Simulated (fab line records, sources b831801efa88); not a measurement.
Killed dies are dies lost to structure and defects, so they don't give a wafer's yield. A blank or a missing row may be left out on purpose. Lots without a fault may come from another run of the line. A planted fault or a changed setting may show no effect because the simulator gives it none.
A struck lot beside a sound one | flow sky130 | 19 steps out of a route of 708
Sound: wafers L117.1, L117.2, L117.6. Struck: wafers L121.2, L121.5, L121.6. The cause comes at the end.
At each step with rows: each side's tool, then ch and its chambers, then its first start. Under that, the readings that differ: sound wafers | struck wafers | difference of the means | sigmas: that difference in standard deviations of wafers without a fault.
alike: readings whose means differ by less than 2 such deviations, and words and numbers that are the same on both sides. not compared: withheld readings, readings that some wafer has no value for, bounds like >300 that may hide the same value, and numbers for which the record gives no deviation and whose values overlap.
The two part at a step that has a row with sigmas, a row that says differs or no value, or rows on one side only. Numbers that don't overlap but have no deviation are shown without sigmas and don't part them. A reading that every wafer of one side lacks parts them only if that side has two wafers or more.

first, 4 steps without rows for these wafers: SKY_VT_ADJUST_LVTN_SOFTBAKE_14 (time 60 s); SKY_VT_ADJUST_LVTN_EXPOSE_15 (exposes mask HVN STD DERIVED, target cd 600 nm); SKY_VT_ADJUST_LVTN_PEB_16; SKY_VT_ADJUST_LVTN_DEVELOP_17 (develop time 60 s).
SKY_VT_ADJUST_LVTN_OVL_MEAS_18:
  sound on overlay-01, day 10 11:26; struck on overlay-02, day 11 14:22
  alike: VT_ADJUST_LVTN_01_OVL
then, 1 step without rows for these wafers: SKY_VT_ADJUST_LVTN_IMPLANT_19.
SKY_VT_ADJUST_LVTN_STRIP_20: strips in O2/N2.
  sound on plasma_asher-02 ch 0,1, day 10 11:37; struck on plasma_asher-03 ch 0,1, day 11 14:33
  alike: drypump_motor_current_A, oes_product_au, strip_time_to_endpoint_s
  not compared: rf_hours_counter_h
SKY_VT_ADJUST_LVTN_TW_MEAS_21:
  sound on film_metro-03, day 10 11:43; struck on film_metro-04, day 11 14:40
  alike: VT_ADJUST_LVTN_2_TW
then, 4 steps without rows for these wafers: SKY_VT_ADJUST_NCORE_DEHYDRATE_00 (time 60 s); SKY_VT_ADJUST_NCORE_HMDS_01 (prime time 60 s); SKY_VT_ADJUST_NCORE_COAT_02 (resist thk 1140 nm); SKY_VT_ADJUST_NCORE_SOFTBAKE_03 (time 60 s).
SKY_VT_ADJUST_NCORE_EXPOSE_04: exposes mask LVTN COMPLEMENT THIN, target cd 380 nm.
  sound on iline_stepper-02 ch 0, day 10 22:50; struck on iline_stepper-02 ch 0, day 12 03:17
  alike: mask, stage_vel_mm_s
then, 2 steps without rows for these wafers: SKY_VT_ADJUST_NCORE_PEB_05; SKY_VT_ADJUST_NCORE_DEVELOP_06 (develop time 60 s).
SKY_VT_ADJUST_NCORE_CD_MEAS_07: target cd 380 nm.
  sound on cd_sem-01, day 11 10:22; struck on cd_sem-02, day 12 15:17
  reading    | sound             | struck            | difference | sigmas
  cd_nm (nm) | 379.5 379.0 377.7 | 383.3 382.7 386.0 | +5.3       | +2
SKY_VT_ADJUST_NCORE_OVL_MEAS_08:
  sound on overlay-01, day 11 10:29; struck on overlay-02, day 12 15:23
  reading                  | sound       | struck      | difference | sigmas
  VT_ADJUST_NCORE_OVL (nm) | 1.6 0.7 1.7 | 4.7 4.7 4.6 | +3.3       | +2
then, 1 step without rows for these wafers: SKY_VT_ADJUST_NCORE_IMPLANT_09.
-- the record jumps here: 37 days lie between the struck wafers' starts before and after (it left off in module VT_ADJUST_NCORE and takes up again in module PAD_OPEN, whose first step shown is number 708 of the route) --
SKY_PAD_OPEN_PROBE_99:
  the record has rows for the struck wafers here (prober-02, day 49 08:19) and none for the sound ones

WHERE THEY PART
First at SKY_VT_ADJUST_NCORE_CD_MEAS_07; last, within this record, at SKY_PAD_OPEN_PROBE_99.

WHY: what the simulator had put in
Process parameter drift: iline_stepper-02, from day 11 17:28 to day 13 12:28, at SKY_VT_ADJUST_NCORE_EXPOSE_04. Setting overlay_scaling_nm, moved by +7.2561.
